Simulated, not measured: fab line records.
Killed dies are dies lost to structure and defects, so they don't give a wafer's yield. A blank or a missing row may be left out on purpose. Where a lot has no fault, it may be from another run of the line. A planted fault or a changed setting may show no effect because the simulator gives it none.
Chamber matching || flow gf180mcu || GF_POLY_GATE_ETCH_13 on rie si-02 has 4 sister chambers
The step etches poly-Si in HBr/Cl2, stops on SiO2, target depth 198.5 nm, time 69.6 s. 4 wafers are shown with their chamber, then 9 later ones without.

EACH WAFER AND ITS CHAMBER
{"wafer": "L102.1", "chamber": 3, "drypump motor current A (A)": 6.4}
{"wafer": "L102.3", "chamber": 2, "drypump motor current A (A)": 5.6}
{"wafer": "L108.4", "chamber": 1, "drypump motor current A (A)": 5.8}
{"wafer": "L108.6", "chamber": 0, "drypump motor current A (A)": 5.1}

WAFERS WHOSE CHAMBER IS MISSING
{"wafer": "L113.2", "drypump motor current A (A)": 6.3}
{"wafer": "L113.3", "drypump motor current A (A)": 5.6}
{"wafer": "L113.6", "drypump motor current A (A)": 6.3}
{"wafer": "L114.2", "drypump motor current A (A)": 5.6}
{"wafer": "L114.3", "drypump motor current A (A)": 6.4}
{"wafer": "L114.4", "drypump motor current A (A)": 5.6}
{"wafer": "L116.1", "drypump motor current A (A)": 5.6}
{"wafer": "L116.3", "drypump motor current A (A)": 6.3}
{"wafer": "L116.4", "drypump motor current A (A)": 5.7}

WHICH CHAMBER EACH ONE RAN IN
{"wafer": "L113.2", "from the rows above": 3, "in truth": 3}
{"wafer": "L113.3", "from the rows above": 2, "in truth": 2}
{"wafer": "L113.6", "from the rows above": 3, "in truth": 3}
{"wafer": "L114.2", "from the rows above": 2, "in truth": 2}
{"wafer": "L114.3", "from the rows above": 3, "in truth": 3}
{"wafer": "L114.4", "from the rows above": 2, "in truth": 2}
{"wafer": "L116.1", "from the rows above": 2, "in truth": 2}
{"wafer": "L116.3", "from the rows above": 3, "in truth": 3}
{"wafer": "L116.4", "from the rows above": "can't be placed: 1 or 2", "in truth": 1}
Correctly placed: 8 of 9. Cannot be placed on the basis of these rows: 1; the candidates contain the true chamber in 1. Placed wrongly: 0.
How it was worked out, from the rows above alone: a wafer's distance from a chamber is the root of the sum, over the readings, of the square of ((its reading less the chamber's mean) divided by the reading's scatter). If the next closest chamber is less than 2 further off than the closest, the wafer can't be placed; otherwise it belongs to the closest. Each chamber's mean is taken over the wafers shown for it. The scatter (one wafer shown for each chamber): square how far every hidden wafer sits from the nearest shown wafer, average those squares and take the square root.
